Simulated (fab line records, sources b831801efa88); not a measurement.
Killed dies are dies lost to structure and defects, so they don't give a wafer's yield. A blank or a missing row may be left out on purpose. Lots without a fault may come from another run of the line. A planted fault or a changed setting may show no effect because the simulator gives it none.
fab line records | flow gf180mcu
record lots=12 wafers=36 last_day=34
route steps=602 shown STI@13 DNWELL@40 MVSD@70
lots that met no fault: from a run of the same line without faults
start_h: hours from the record's first day to the start of the lot's first wafer shown | wait_h: hours since the lot's step before | " the same as in the row above | L1.1+2: a row that stands for several wafers | - no value, or no start given | * or withheld: withheld | < > ~ a bound
route shown NAME@n: a module of which the file shows steps, and the number in the route of the first | usual: mean/standard deviation of fault-free wafers | same: alike in all rows | chamber/n: place in a boat | sites: the reading at each site | _std_site: their standard deviation | _edge_site: outer sites' mean less inner sites' | radius_mm: how far each site lies from the wafer's centre | mask NAME#n: copy n | behind: the tool/chamber that last shaped the wafer | hold: why the lot was held/for how many hours/how that ended | device: the transistor (n, p or np) that didn't switch | end of line: the same wafers' tests at the end of the route | a step without rows: its recipe alone | killed: dies lost to structure and defects at the first sort, not the wafer's yield | map: a wafer's dies, x killed, . not, _ none there
set.NAME: the setting as run; set.NAME@STEP: as run at that earlier step | model.NAME: the simulator's own value behind a step, which no gauge read
steps of the route over a sample of lots; a table a step, a row a wafer
services: from which hour (start_h, from the record's first day; less than 0 if before it) a tool's chamber was out of use, for how many hours, and why
## steps
# step GF_STI_CD_MEAS_12
# recipe target_cd_nm=220
# usual cd_nm=220.0/0.94
# columns lot.wafer tool chamber start_h wait_h cd_nm
L906.1 cd_sem-01 - 26.57 0.1 220.7
L906.4 " - " " 219.8
L906.6 " - " " 219.0
L907.1 cd_sem-01 - 30.01 0.1 220.7
L907.2 " - " " 220.8
L907.5 " - " " 220.9
L909.1 cd_sem-02 - 41.96 0.1 220.3
L909.5 " - " " 221.0
L909.6 " - " " 220.1
L910.3 cd_sem-01 - 45.45 0.1 218.6
L910.4 " - " " 219.8
L910.6 " - " " 218.6
L911.1 cd_sem-01 - 51.14 0.1 219.8
L911.4 " - " " 219.1
L911.6 " - " " 218.8
L912.1 cd_sem-01 - 56.44 0.1 219.1
L912.2 " - " " 219.1
L912.6 " - " " 218.5
L913.3 cd_sem-01 - 60.90 0.1 221.0
L913.4 " - " " 220.0
L913.5 " - " " 220.9
L922.2 cd_sem-02 - 107.20 0.1 222.1
L922.5 " - " " 221.0
L922.6 " - " " 220.7
L923.1 cd_sem-01 - 113.91 0.1 220.9
L923.5 " - " " 221.1
L923.6 " - " " 219.2
L925.2 cd_sem-02 - 122.68 0.1 218.1
L925.5 " - " " 219.1
L925.6 " - " " 218.6
L926.1 cd_sem-02 - 127.46 0.1 219.3
L926.2 " - " " 218.4
L926.6 " - " " 219.5
L927.1 cd_sem-02 - 133.76 0.1 219.9
L927.4 " - " " 219.4
L927.6 " - " " 220.7
# step GF_STI_STRIP_15
# recipe chemistry=O2/N2 power_w=1400 pressure_mtorr=1500 platen_temp_c=250 o2_flow_sccm=3000 n2_flow_sccm=300 overash_fraction=0.5
# usual chamber_pressure_mTorr=1500/4.1 drypump_motor_current_A=5.5/0.63 heater_power_w=301/22 n2_flow_sccm=300.0/0.89 oes_product_au=0.384/0.005 strip_time_to_endpoint_s=3.73/0.062
# columns lot.wafer tool chamber start_h wait_h chamber_pressure_mTorr drypump_motor_current_A heater_power_w n2_flow_sccm oes_product_au rf_hours_counter_h strip_time_to_endpoint_s
L906.1 plasma_asher-04 1 26.84 0.0 1500 5.1 251 299.1 0.386 38 3.69
L906.4 " 1 " " 1500 5.1 264 298.9 0.382 - 3.76
L906.6 " 1 " " 1498 5.1 257 300.3 0.388 - 3.77
L907.1 plasma_asher-03 0 30.29 0.0 1500 6.1 291 300.7 0.382 21 3.73
L907.2 " 1 " " 1498 5.7 311 300.4 0.385 21 3.73
L907.5 " 0 " " 1500 6.1 286 300.3 0.377 - 3.68
L909.1 plasma_asher-04 1 42.24 0.0 1500 5.1 253 299.9 0.385 39 3.68
L909.5 " 1 " " 1501 5.1 263 301.2 0.382 - 3.65
L909.6 " 0 " " 1499 4.7 321 300.9 0.389 - 3.75
L910.3 plasma_asher-03 0 45.72 0.1 1502 6.1 286 300.7 0.378 - 3.70
L910.4 " 1 " " 1499 5.8 320 300.7 0.378 - 3.73
L910.6 " 0 " " 1502 6.1 284 300.5 0.379 - 3.64
L911.1 plasma_asher-04 0 51.41 0.0 1499 4.7 321 299.4 0.397 40 3.80
L911.4 " 1 " " 1500 5.2 257 300.0 0.384 - 3.72
L911.6 " 0 " " 1497 4.7 325 298.8 0.386 - 3.76
L912.1 plasma_asher-01 1 56.71 0.0 1501 4.9 310 299.6 0.390 40 3.74
L912.2 " 0 " " 1499 6.4 317 300.2 0.383 40 3.65
L912.6 " 0 " " 1501 6.3 324 300.4 0.386 - 3.76
L913.3 plasma_asher-01 0 61.17 0.1 1499 6.4 321 299.4 0.385 - 3.87
L913.4 " 1 " " 1497 4.9 316 300.1 0.390 - 3.81
L913.5 " 1 " " 1500 4.9 306 300.4 0.381 - 3.83
L922.2 plasma_asher-03 1 107.46 0.0 1499 5.8 318 300.6 0.391 29 3.76
L922.5 " 1 " " 1498 5.7 306 301.0 0.377 - 3.73
L922.6 " 0 " " 1500 6.1 285 298.0 0.382 - 3.61
L923.1 plasma_asher-01 0 114.18 0.0 1498 6.3 314 300.0 0.376 47 3.63
L923.5 " 1 " " 1500 4.9 310 300.5 0.393 - 3.79
L923.6 " 0 " " 1500 6.3 321 300.4 0.382 - 3.68
L925.2 plasma_asher-04 1 122.94 0.0 1496 5.2 251 299.0 0.390 47 3.68
L925.5 " 0 " " 1501 4.7 317 300.0 0.377 - 3.67
L925.6 " 1 " " 1499 5.1 254 299.7 0.383 - 3.73
L926.1 plasma_asher-03 0 127.74 0.0 1501 6.1 287 298.8 0.394 31 3.74
L926.2 " 1 " " 1502 5.7 305 300.3 0.385 31 3.74
L926.6 " 0 " " 1499 6.1 284 300.8 0.376 - 3.70
L927.1 plasma_asher-01 1 134.03 0.0 1499 4.9 300 300.4 0.386 49 3.81
L927.4 " 0 " " 1500 6.3 319 300.4 0.377 - 3.74
L927.6 " 0 " " 1499 6.4 328 300.0 0.388 - 3.76
# step GF_DNWELL_STRIP_08
# recipe chemistry=O2/N2 power_w=1400 pressure_mtorr=1500 platen_temp_c=250 o2_flow_sccm=3000 n2_flow_sccm=300 overash_fraction=0.5
# usual chamber_pressure_mTorr=1500.1/1.3 drypump_motor_current_A=5.4/0.77 heater_power_w=288/25 n2_flow_sccm=300.2/0.93 oes_product_au=0.722/0.0048 strip_time_to_endpoint_s=36.94/0.075
# columns lot.wafer tool chamber start_h wait_h chamber_pressure_mTorr drypump_motor_current_A heater_power_w n2_flow_sccm oes_product_au rf_hours_counter_h strip_time_to_endpoint_s
L906.1 plasma_asher-02 0 43.71 0.1 1501.5 4.8 303 300.3 0.722 42 36.93
L906.4 " 0 " " 1500.1 4.8 296 301.2 0.734 - 37.02
L906.6 " 0 " " 1498.8 4.8 292 301.7 0.719 - 36.83
L907.1 plasma_asher-02 1 48.32 0.1 1500.8 6.5 259 300.9 0.718 42 36.85
L907.2 " 0 " " 1499.3 4.8 295 298.9 0.726 42 36.87
L907.5 " 0 " " 1500.1 4.8 304 300.2 0.722 - 36.86
L909.1 plasma_asher-02 0 58.86 0.1 1500.7 4.9 298 297.8 0.724 44 36.99
L909.5 " 0 " " 1500.8 4.8 296 298.7 0.724 - 36.96
L909.6 " 1 " " 1500.7 6.5 257 300.5 0.723 - 36.93
L910.3 plasma_asher-01 1 62.47 0.1 1501.1 4.9 308 299.6 0.727 - 36.89
L910.4 " 0 " " 1501.0 6.3 310 300.2 0.726 - 36.81
L910.6 " 0 " " 1502.8 6.3 326 301.5 0.723 - 36.89
L911.1 plasma_asher-02 0 69.86 0.1 1498.1 4.8 313 300.8 0.723 45 36.84
L911.4 " 1 " " 1499.1 6.6 269 300.6 0.725 - 36.97
L911.6 " 1 " " 1502.5 6.6 262 299.8 0.728 - 36.96
L912.1 plasma_asher-02 1 74.01 0.1 1499.7 6.6 259 299.1 0.730 45 36.90
L912.2 " 0 " " 1498.6 4.8 301 300.3 0.724 45 36.98
L912.6 " 1 " " 1501.1 6.6 260 298.5 0.727 - 36.88
L913.3 plasma_asher-04 1 78.41 0.1 1501.0 5.1 254 301.3 0.717 - 36.84
L913.4 " 0 " " 1500.3 4.7 319 301.9 0.728 - 37.04
L913.5 " 1 " " 1499.4 5.1 257 301.1 0.721 - 37.01
L922.2 plasma_asher-02 1 127.01 0.1 1500.6 6.6 264 299.4 0.732 1 36.87
L922.5 " 1 " " 1500.0 6.5 273 298.3 0.719 - 36.82
L922.6 " 0 " " 1498.6 4.8 307 300.7 0.720 - 36.89
L923.1 plasma_asher-02 1 134.38 0.1 1498.1 6.6 262 299.3 0.723 2 37.07
L923.5 " 0 " " 1499.0 4.8 302 299.6 0.723 - 36.97
L923.6 " 1 " " 1499.0 6.6 268 300.9 0.720 - 36.97
L925.2 plasma_asher-02 1 144.28 0.1 1499.8 6.6 269 300.7 0.728 3 36.94
L925.5 " 0 " " 1502.4 4.8 306 300.7 0.720 - 36.96
L925.6 " 1 " " 1499.0 6.5 273 301.5 0.724 - 36.91
L926.1 plasma_asher-04 1 147.66 0.1 1501.4 5.1 262 300.3 0.723 50 36.83
L926.2 " 0 " " 1499.7 4.7 323 299.6 0.720 50 36.92
L926.6 " 0 " " 1500.1 4.7 314 301.2 0.726 - 36.96
L927.1 plasma_asher-04 0 154.48 0.1 1499.3 4.7 315 299.6 0.713 50 36.94
L927.4 " 0 " " 1499.5 4.7 320 299.7 0.715 - 36.94
L927.6 " 0 " " 1501.5 4.7 318 300.8 0.713 - 37.07
# step GF_MVSD_EXPOSE_04
# recipe mask_id=MVSD target_cd_nm=1000 na=0.6 source_shape=conventional sigma_outer=0.6 dose_mj=260
# usual exposure_dose_mJ_cm2=260.00/0.27 stage_vel_mm_s=499.95/0.22
# same sigma_outer=0.6
# columns lot.wafer tool chamber start_h wait_h mask exposure_dose_mJ_cm2 stage_vel_mm_s
L906.1 iline_stepper-02 0 76.54 - MVSD#0 259.48 499.72
L906.4 " 0 " " MVSD#0 259.96 499.55
L906.6 " 0 " " MVSD#0 259.93 499.97
L907.1 iline_stepper-02 0 80.94 - MVSD#0 259.93 500.17
L907.2 " 0 " " MVSD#0 259.98 500.29
L907.5 " 0 " " MVSD#0 259.80 500.08
L909.1 iline_stepper-02 0 92.14 - MVSD#0 259.52 500.09
L909.5 " 0 " " MVSD#0 259.87 499.85
L909.6 " 0 " " MVSD#0 259.78 499.67
L910.3 iline_stepper-02 0 96.55 - MVSD#0 259.66 499.79
L910.4 " 0 " " MVSD#0 260.02 499.78
L910.6 " 0 " " MVSD#0 259.96 499.98
L911.1 iline_stepper-02 0 104.88 - MVSD#0 260.08 499.80
L911.4 " 0 " " MVSD#0 260.30 499.97
L911.6 " 0 " " MVSD#0 260.02 499.93
L912.1 iline_stepper-02 0 108.56 - MVSD#0 259.88 500.26
L912.2 " 0 " " MVSD#0 260.26 500.16
L912.6 " 0 " " MVSD#0 260.15 500.40
L913.3 iline_stepper-02 0 113.00 - MVSD#0 260.21 499.78
L913.4 " 0 " " MVSD#0 259.54 499.70
L913.5 " 0 " " MVSD#0 259.97 499.90
L922.2 iline_stepper-02 0 167.70 - MVSD#0 259.89 499.89
L922.5 " 0 " " MVSD#0 260.13 499.90
L922.6 " 0 " " MVSD#0 260.04 499.84
L923.1 iline_stepper-02 0 175.63 - MVSD#0 259.55 500.10
L923.5 " 0 " " MVSD#0 259.69 500.03
L923.6 " 0 " " MVSD#0 259.70 499.79
L925.2 iline_stepper-01 0 185.76 - MVSD#0 259.66 500.13
L925.5 " 0 " " MVSD#0 259.74 500.08
L925.6 " 0 " " MVSD#0 259.64 500.12
L926.1 iline_stepper-01 0 188.88 - MVSD#0 259.97 499.72
L926.2 " 0 " " MVSD#0 260.36 499.99
L926.6 " 0 " " MVSD#0 260.03 499.51
L927.1 iline_stepper-01 0 196.93 - MVSD#0 260.12 500.28
L927.4 " 0 " " MVSD#0 260.29 499.88
L927.6 " 0 " " MVSD#0 260.29 500.09
# step GF_MVSD_OVL_MEAS_07
# usual MVSD_OVL=-1.4/1.6
# columns lot.wafer tool chamber start_h wait_h MVSD_OVL[nm]
L906.1 overlay-02 - 82.81 - -2.6
L906.4 " - " " -1.4
L906.6 " - " " -3.0
L907.1 overlay-02 - 86.89 - 0.8
L907.2 " - " " -0.7
L907.5 " - " " 0.1
L909.1 overlay-02 - 98.76 - -1.1
L909.5 " - " " -2.5
L909.6 " - " " -1.4
L910.3 overlay-02 - 103.33 - 0.9
L910.4 " - " " -0.9
L910.6 " - " " -0.5
L911.1 overlay-02 - 111.71 - -2.2
L911.4 " - " " -1.8
L911.6 " - " " -2.9
L912.1 overlay-01 - 115.16 - -1.1
L912.2 " - " " -0.8
L912.6 " - " " -0.5
L913.3 overlay-02 - 120.48 - -1.1
L913.4 " - " " -1.7
L913.5 " - " " -0.9
L922.2 overlay-01 - 175.99 - 156.2
L922.5 " - " " 157.1
L922.6 " - " " 155.7
L923.1 overlay-02 - 183.83 - 157.5
L923.5 " - " " 156.7
L923.6 " - " " 156.6
L925.2 overlay-02 - 193.92 - -1.0
L925.5 " - " " -2.0
L925.6 " - " " -2.2
L926.1 overlay-01 - 197.28 - -1.8
L926.2 " - " " -1.3
L926.6 " - " " -1.4
L927.1 overlay-01 - 205.01 - -3.0
L927.4 " - " " -2.4
L927.6 " - " " -2.1
## services
# columns tool chamber start_h hours kind
plasma_asher-01 - 42.13 2.7 repair
plasma_asher-04 - 73.83 4.4 repair
iline_stepper-02 - 82.99 2.1 pm
iline_stepper-02 - 85.07 - consumable_replace:lamp
plasma_asher-02 - 108.75 9.0 pm
plasma_asher-02 0 108.75 9.0 vent_cycle
plasma_asher-02 1 108.75 9.0 vent_cycle
plasma_asher-02 0 117.75 - clean
plasma_asher-02 1 117.75 - clean
plasma_asher-01 - 144.55 1.6 repair
iline_stepper-02 - 147.08 1.7 pm
iline_stepper-01 - 152.12 1.7 pm
iline_stepper-02 - 184.79 12.6 repair
iline_stepper-02 - 188.08 1.1 repair
## key
first_sign step=GF_MVSD_OVL_MEAS_07 reading=MVSD_OVL direction=up sigmas=98 usual=-1.4 struck=156.6
effect none on later readings
met_at GF_MVSD_EXPOSE_04
struck_lots L922,L923
tester_left_out L922,L923
not_acting_at GF_STI_CD_MEAS_12,GF_STI_STRIP_15,GF_DNWELL_STRIP_08
onset_between 113.00 167.70
fault kind=scanner_matching_overlay tool=iline_stepper-02 chamber=- onset_h=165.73 steps=GF_MVSD_EXPOSE_04 offset=157.62
# tester_left_out: of these lots the tester's yield and bins aren't shown, on N5 and GAA mostly nor the transistor test; their killed dies are dies lost to structure and defects alone, not to doping, threshold or leakage, so they don't give the yield
